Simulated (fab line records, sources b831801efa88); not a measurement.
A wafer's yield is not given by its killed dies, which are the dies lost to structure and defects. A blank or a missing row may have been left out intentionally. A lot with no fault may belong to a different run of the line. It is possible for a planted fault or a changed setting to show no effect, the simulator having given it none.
fab line records + flow sky130
[record]
- lots = 14
- wafers = 42
- lastDay = 50
route steps=708 shown FIELD_ISO@5 POLY_GATE@225 LDD_HVP@287 LI_CONTACT@363
lots that met no fault: taken from a fault-free run of the same line
startH: start of the lot's first displayed wafer, in hours after the record's first day + waitH: hours elapsed since this lot's preceding step + " as in the row above + L1.1+2: one row covering several wafers at once + - no value, or no start was given + * or withheld: withheld + < > ~ a bound
route shown NAME@n: NAME is a module with steps in the file, n the number in the route of the first one + usual: mean/standard deviation taken from wafers without a fault + same: alike in all rows + chamber/n: place in a boat + sites: the reading at each site + _std_site: the standard deviation of these + _edge_site: outer sites' mean less inner sites' + radiusMm: how far each site lies from the wafer's centre + mask NAME#n: copy n + behind: tool/chamber where the wafer was last shaped + hold: why the lot was held/for how many hours/how that ended + device: the transistor (n, p or np) that didn't switch + end of line: tests run on the same wafers once the route is complete + a step given without rows: its recipe and nothing more + killed: dies that structure and defects cost at the first sort, which is not the same as the wafer's yield + map: dies across one wafer; x = killed, . = not, _ = none there
set.NAME: the setting the step ran with; set.NAME@STEP: the setting that earlier step ran with + model.NAME: the simulator's own value behind a step, which no gauge read
steps of the route over a sample of lots; a table a step, a row a wafer
services: from which hour (startH, from the record's first day; less than 0 if before it) a tool's chamber was out of use, for how many hours, and why
[[steps]]
[step SKY_FIELD_ISO_THK_MEAS_04]
[recipe]
- reads = Si3N4_of_FIELD_ISO_CVD_03
[usual]
- FIELD_ISO_CVD_03_THK = 161.8/1.3
| lot.wafer | tool         | chamber | startH | waitH | FIELD_ISO_CVD_03_THK[nm] |
|-----------|--------------|---------|--------|-------|--------------------------|
| L624.2    | filmMetro-04 | -       | 19.50  | 0.0   | 161.9                    |
| L624.4    | "            | -       | "      | "     | 160.9                    |
| L624.5    | "            | -       | "      | "     | 161.0                    |
| L625.2    | filmMetro-02 | -       | 24.53  | 0.0   | 162.0                    |
| L625.3    | "            | -       | "      | "     | 162.4                    |
| L625.5    | "            | -       | "      | "     | 161.2                    |
| L626.2    | filmMetro-04 | -       | 28.55  | 0.0   | 161.2                    |
| L626.4    | "            | -       | "      | "     | 161.5                    |
| L626.5    | "            | -       | "      | "     | 161.4                    |
| L627.1    | filmMetro-02 | -       | 34.10  | 0.0   | 162.7                    |
| L627.2    | "            | -       | "      | "     | 162.1                    |
| L627.3    | "            | -       | "      | "     | 162.3                    |
| L629.2    | filmMetro-03 | -       | 44.86  | 0.0   | 163.7                    |
| L629.3    | "            | -       | "      | "     | 163.7                    |
| L629.6    | "            | -       | "      | "     | 164.2                    |
| L630.2    | filmMetro-03 | -       | 49.53  | 0.0   | 163.4                    |
| L630.3    | "            | -       | "      | "     | 162.2                    |
| L630.6    | "            | -       | "      | "     | 161.9                    |
| L631.1    | filmMetro-04 | -       | 55.97  | 0.0   | 161.0                    |
| L631.3    | "            | -       | "      | "     | 160.4                    |
| L631.6    | "            | -       | "      | "     | 163.2                    |
| L633.1    | filmMetro-03 | -       | 68.38  | 0.0   | 163.1                    |
| L633.2    | "            | -       | "      | "     | 161.5                    |
| L633.5    | "            | -       | "      | "     | 162.9                    |
| L634.1    | filmMetro-04 | -       | 72.78  | 0.0   | 160.8                    |
| L634.2    | "            | -       | "      | "     | 161.2                    |
| L634.4    | "            | -       | "      | "     | 162.3                    |
| L636.1    | filmMetro-02 | -       | 78.76  | 0.0   | 162.1                    |
| L636.2    | "            | -       | "      | "     | 163.3                    |
| L636.4    | "            | -       | "      | "     | 163.2                    |
| L637.2    | filmMetro-02 | -       | 84.12  | 0.0   | 161.4                    |
| L637.3    | "            | -       | "      | "     | 161.3                    |
| L637.6    | "            | -       | "      | "     | 162.2                    |
| L640.2    | filmMetro-03 | -       | 100.23 | 0.0   | 160.1                    |
| L640.3    | "            | -       | "      | "     | 160.4                    |
| L640.5    | "            | -       | "      | "     | 159.9                    |
| L641.1    | filmMetro-02 | -       | 104.30 | 0.0   | 162.0                    |
| L641.2    | "            | -       | "      | "     | 162.0                    |
| L641.4    | "            | -       | "      | "     | 161.8                    |
| L646.2    | filmMetro-04 | -       | 130.14 | 0.0   | 163.2                    |
| L646.5    | "            | -       | "      | "     | 163.3                    |
| L646.6    | "            | -       | "      | "     | 163.7                    |
[step SKY_POLY_GATE_PEB_11]
[recipe]
- pebTempC = withheld
- pebTimeS = withheld
- resist = KrF-thick
[usual]
- chillPlateTempC = *
- exhaustPa = 45.1/0.85
| lot.wafer | tool          | chamber | startH | waitH | chillPlateTempC | exhaustPa |
|-----------|---------------|---------|--------|-------|-----------------|-----------|
| L624.2    | lithoTrack-04 | 0       | 399    | -     | *               | 44.6      |
| L624.4    | "             | 0       | "      | "     | *               | 44.2      |
| L624.5    | "             | 0       | "      | "     | *               | 44.1      |
| L625.2    | lithoTrack-02 | 0       | 402    | -     | *               | 44.4      |
| L625.3    | "             | 0       | "      | "     | *               | 45.0      |
| L625.5    | "             | 0       | "      | "     | *               | 45.5      |
| L626.2    | lithoTrack-03 | 0       | 405    | -     | *               | 46.1      |
| L626.4    | "             | 0       | "      | "     | *               | 45.0      |
| L626.5    | "             | 0       | "      | "     | *               | 44.6      |
| L627.1    | lithoTrack-03 | 0       | 420    | -     | *               | 44.5      |
| L627.2    | "             | 0       | "      | "     | *               | 46.9      |
| L627.3    | "             | 0       | "      | "     | *               | 46.4      |
| L629.2    | lithoTrack-02 | 0       | 437    | -     | *               | 45.5      |
| L629.3    | "             | 0       | "      | "     | *               | 44.6      |
| L629.6    | "             | 0       | "      | "     | *               | 45.0      |
| L631.1    | lithoTrack-04 | 0       | 440    | -     | *               | 44.6      |
| L631.3    | "             | 0       | "      | "     | *               | 44.8      |
| L631.6    | "             | 0       | "      | "     | *               | 45.9      |
| L630.2    | lithoTrack-04 | 0       | 443    | -     | *               | 45.0      |
| L630.3    | "             | 0       | "      | "     | *               | 44.0      |
| L630.6    | "             | 0       | "      | "     | *               | 46.5      |
| L633.1    | lithoTrack-03 | 0       | 470    | -     | *               | 45.5      |
| L633.2    | "             | 0       | "      | "     | *               | 44.9      |
| L633.5    | "             | 0       | "      | "     | *               | 44.0      |
| L634.1    | lithoTrack-03 | 0       | 473    | -     | *               | 43.6      |
| L634.2    | "             | 0       | "      | "     | *               | 44.7      |
| L634.4    | "             | 0       | "      | "     | *               | 44.6      |
| L636.1    | lithoTrack-03 | 0       | 488    | -     | *               | 45.1      |
| L636.2    | "             | 0       | "      | "     | *               | 46.2      |
| L636.4    | "             | 0       | "      | "     | *               | 44.5      |
| L637.2    | lithoTrack-02 | 0       | 494    | -     | *               | 44.5      |
| L637.3    | "             | 0       | 495    | -     | *               | 45.5      |
| L637.6    | "             | 0       | "      | "     | *               | 44.4      |
| L640.2    | lithoTrack-03 | -       | 517    | -     | -               | -         |
| L640.3    | "             | -       | "      | "     | -               | -         |
| L640.5    | "             | -       | "      | "     | -               | -         |
| L641.1    | lithoTrack-02 | -       | 530    | -     | -               | -         |
| L641.2    | "             | -       | "      | "     | -               | -         |
| L641.4    | "             | -       | "      | "     | -               | -         |
| L646.2    | lithoTrack-03 | 0       | 565    | -     | *               | 44.9      |
| L646.5    | "             | 0       | "      | "     | *               | 45.9      |
| L646.6    | "             | 0       | "      | "     | *               | 44.5      |
[step SKY_LDD_HVP_STRIP_09]
[recipe]
- chemistry = O2/N2
- powerW = 1400
- pressureMtorr = 1500
- platenTempC = withheld
- o2FlowSccm = 3000
- n2FlowSccm = 300
- overashFraction = 0.5
[usual]
- drypumpMotorCurrentA = 5.7/0.4
- oesProductAu = 0.409/0.004
- stripTimeToEndpointS = 4.134/0.015
| lot.wafer | tool           | chamber | startH | waitH | drypumpMotorCurrentA | oesProductAu | rfHoursCounterH | stripTimeToEndpointS |
|-----------|----------------|---------|--------|-------|----------------------|--------------|-----------------|----------------------|
| L624.2    | plasmaAsher-03 | 1       | 528.29 | 0.1   | 5.7                  | 0.405        | 9               | 4.146                |
| L624.4    | "              | 0       | "      | "     | 5.6                  | 0.413        | -               | 4.147                |
| L624.5    | "              | 0       | "      | "     | 5.6                  | 0.410        | -               | 4.146                |
| L625.2    | plasmaAsher-02 | 1       | 530.84 | 0.1   | 5.1                  | 0.416        | 68              | 4.119                |
| L625.3    | "              | 0       | "      | "     | 5.7                  | 0.408        | -               | 4.134                |
| L625.5    | "              | 0       | "      | "     | 5.7                  | 0.410        | -               | 4.144                |
| L626.2    | plasmaAsher-03 | 0       | 532.95 | 0.1   | 5.6                  | 0.406        | 10              | 4.129                |
| L626.4    | "              | 1       | "      | "     | 5.6                  | 0.416        | -               | 4.118                |
| L626.5    | "              | 1       | "      | "     | 5.6                  | 0.401        | -               | 4.149                |
| L627.1    | plasmaAsher-02 | 1       | 548.34 | 0.1   | 5.1                  | 0.405        | 70              | 4.138                |
| L627.2    | "              | 0       | "      | "     | 5.7                  | 0.404        | 70              | 4.151                |
| L627.3    | "              | 0       | "      | "     | 5.7                  | 0.411        | -               | 4.141                |
| L629.2    | plasmaAsher-04 | 1       | 564.07 | 0.1   | 6.3                  | 0.409        | 45              | 4.123                |
| L629.3    | "              | 0       | "      | "     | 5.9                  | 0.406        | -               | 4.128                |
| L629.6    | "              | 1       | "      | "     | 6.3                  | 0.416        | -               | 4.125                |
| L631.1    | plasmaAsher-03 | 1       | 567.25 | 0.1   | 5.6                  | 0.409        | 13              | 4.114                |
| L631.3    | "              | 1       | "      | "     | 5.6                  | 0.406        | -               | 4.119                |
| L631.6    | "              | 1       | "      | "     | 5.6                  | 0.408        | -               | 4.113                |
| L630.2    | plasmaAsher-02 | 1       | 568.03 | 0.1   | 5.1                  | 0.408        | 72              | 4.142                |
| L630.3    | "              | 0       | "      | "     | 5.7                  | 0.415        | -               | 4.141                |
| L630.6    | "              | 0       | "      | "     | 5.7                  | 0.411        | -               | 4.141                |
| L633.1    | plasmaAsher-02 | 0       | 594.88 | 0.1   | 5.7                  | 0.405        | 75              | 4.137                |
| L633.2    | "              | 1       | "      | "     | 5.1                  | 0.407        | 75              | 4.122                |
| L633.5    | "              | 0       | "      | "     | 5.7                  | 0.405        | -               | 4.127                |
| L634.1    | plasmaAsher-02 | 0       | 597.18 | 0.1   | 5.7                  | 0.405        | 75              | 4.116                |
| L634.2    | "              | 1       | "      | "     | 5.1                  | 0.406        | 75              | 4.124                |
| L634.4    | "              | 0       | "      | "     | 5.7                  | 0.401        | -               | 4.135                |
| L636.1    | plasmaAsher-02 | 1       | 612.02 | 0.1   | 5.1                  | 0.407        | 76              | 4.145                |
| L636.2    | "              | 0       | "      | "     | 5.7                  | 0.401        | 76              | 4.139                |
| L636.4    | "              | 1       | "      | "     | 5.1                  | 0.412        | -               | 4.159                |
| L637.2    | plasmaAsher-02 | 1       | 620.25 | 0.1   | 5.1                  | 0.414        | 77              | 4.132                |
| L637.3    | "              | 0       | "      | "     | 5.7                  | 0.405        | -               | 4.165                |
| L637.6    | "              | 0       | "      | "     | 5.7                  | 0.401        | -               | 4.115                |
| L646.2    | plasmaAsher-02 | 1       | 685.39 | 0.1   | 5.1                  | 0.403        | 84              | 4.138                |
| L646.5    | "              | 1       | "      | "     | 5.1                  | 0.403        | -               | 4.153                |
| L646.6    | "              | 0       | "      | "     | 5.7                  | 0.405        | -               | 4.127                |
[step SKY_LI_CONTACT_THK_MEAS_01]
[recipe]
- reads = PSG_of_LI_CONTACT_HDPCVD_00
[usual]
- LI_CONTACT_HDPCVD_THK = 909/9.6
| lot.wafer | tool         | chamber | startH | waitH | LI_CONTACT_HDPCVD_THK[nm] |
|-----------|--------------|---------|--------|-------|---------------------------|
| L624.2    | filmMetro-01 | -       | 680.71 | 0.1   | 913                       |
| L624.4    | "            | -       | "      | "     | 917                       |
| L624.5    | "            | -       | "      | "     | 919                       |
| L625.2    | filmMetro-04 | -       | 683.08 | 0.1   | 908                       |
| L625.3    | "            | -       | "      | "     | 917                       |
| L625.5    | "            | -       | "      | "     | 927                       |
| L626.2    | filmMetro-03 | -       | 685.05 | 0.1   | 926                       |
| L626.4    | "            | -       | "      | "     | 930                       |
| L626.5    | "            | -       | "      | "     | 903                       |
| L627.1    | filmMetro-03 | -       | 695.81 | 0.1   | 905                       |
| L627.2    | "            | -       | "      | "     | 903                       |
| L627.3    | "            | -       | "      | "     | 906                       |
| L629.2    | filmMetro-01 | -       | 714.28 | 0.1   | 912                       |
| L629.3    | "            | -       | "      | "     | 902                       |
| L629.6    | "            | -       | "      | "     | 894                       |
| L630.2    | filmMetro-04 | -       | 717.13 | 0.1   | 913                       |
| L630.3    | "            | -       | "      | "     | 907                       |
| L630.6    | "            | -       | "      | "     | 907                       |
| L631.1    | filmMetro-03 | -       | 717.90 | 0.1   | 910                       |
| L631.3    | "            | -       | "      | "     | 904                       |
| L631.6    | "            | -       | "      | "     | 904                       |
| L633.1    | filmMetro-01 | -       | 740.81 | 0.1   | 918                       |
| L633.2    | "            | -       | "      | "     | 912                       |
| L633.5    | "            | -       | "      | "     | 912                       |
| L634.1    | filmMetro-01 | -       | 744.34 | 0.1   | 897                       |
| L634.2    | "            | -       | "      | "     | 911                       |
| L634.4    | "            | -       | "      | "     | 904                       |
| L636.1    | filmMetro-04 | -       | 755.04 | 0.1   | 906                       |
| L636.2    | "            | -       | "      | "     | 895                       |
| L636.4    | "            | -       | "      | "     | 899                       |
| L637.2    | filmMetro-03 | -       | 766.48 | 0.1   | 912                       |
| L637.3    | "            | -       | "      | "     | 883                       |
| L637.6    | "            | -       | "      | "     | 901                       |
| L646.2    | filmMetro-03 | -       | 825.79 | 0.1   | 906                       |
| L646.5    | "            | -       | "      | "     | 913                       |
| L646.6    | "            | -       | "      | "     | 916                       |
[[services]]
| tool           | chamber | startH | hours | kind                     |
|----------------|---------|--------|-------|--------------------------|
| plasmaAsher-04 | -       | 385.81 | 1.2   | repair                   |
| plasmaAsher-04 | -       | 420.45 | 4.3   | pm                       |
| plasmaAsher-03 | -       | 421.25 | 9.0   | pm                       |
| plasmaAsher-03 | 0       | 421.25 | 9.0   | ventCycle                |
| plasmaAsher-03 | 1       | 421.25 | 9.0   | ventCycle                |
| plasmaAsher-03 | 0       | 430.25 | -     | clean                    |
| plasmaAsher-03 | 1       | 430.25 | -     | clean                    |
| plasmaAsher-03 | -       | 435.41 | 3.7   | repair                   |
| plasmaAsher-03 | -       | 461.89 | 2.8   | pm                       |
| plasmaAsher-02 | -       | 464.49 | 2.4   | repair                   |
| plasmaAsher-02 | -       | 563.22 | 1.2   | repair                   |
| plasmaAsher-04 | -       | 591.40 | 2.8   | pm                       |
| plasmaAsher-02 | -       | 602.79 | 1.9   | repair                   |
| lithoTrack-03  | -       | 620.99 | -     | consumableReplace:filter |
[[key]]
[firstSign]
- step = SKY_POLY_GATE_PEB_11
- reading = toolRecord
- direction = missing
effect none on later readings
metAt SKY_POLY_GATE_PEB_11
struckLots L640,L641
laterRowsLeftOut L640.2,L640.3,L640.5,L641.1,L641.2,L641.4
sortLeftOut L640.2,L640.3,L640.5,L641.1,L641.2,L641.4
testerLeftOut L640,L641
notActingAt SKY_FIELD_ISO_THK_MEAS_04,SKY_LDD_HVP_STRIP_09,SKY_LI_CONTACT_THK_MEAS_01
onsetBetween 494 517
[fault]
- kind = skippedStepWhole
- tool = lithoTrack-02,lithoTrack-03
- chamber = -
- onsetH = 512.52
- steps = SKY_POLY_GATE_PEB_11
- scope = struckLotsOnly
// testerLeftOut: of these lots the tester's yield and bins aren't shown, on N5 and GAA mostly nor the transistor test; their killed dies are dies lost to structure and defects alone, not to doping, threshold or leakage, so they don't give the yield
// sortLeftOut: the simulated sort isn't trusted on such a fault, so these wafers' sort isn't shown, and their yield isn't known
// laterRowsLeftOut: the simulator's readings of these wafers behind a module that went badly wrong aren't trusted and aren't shown, but for the sort
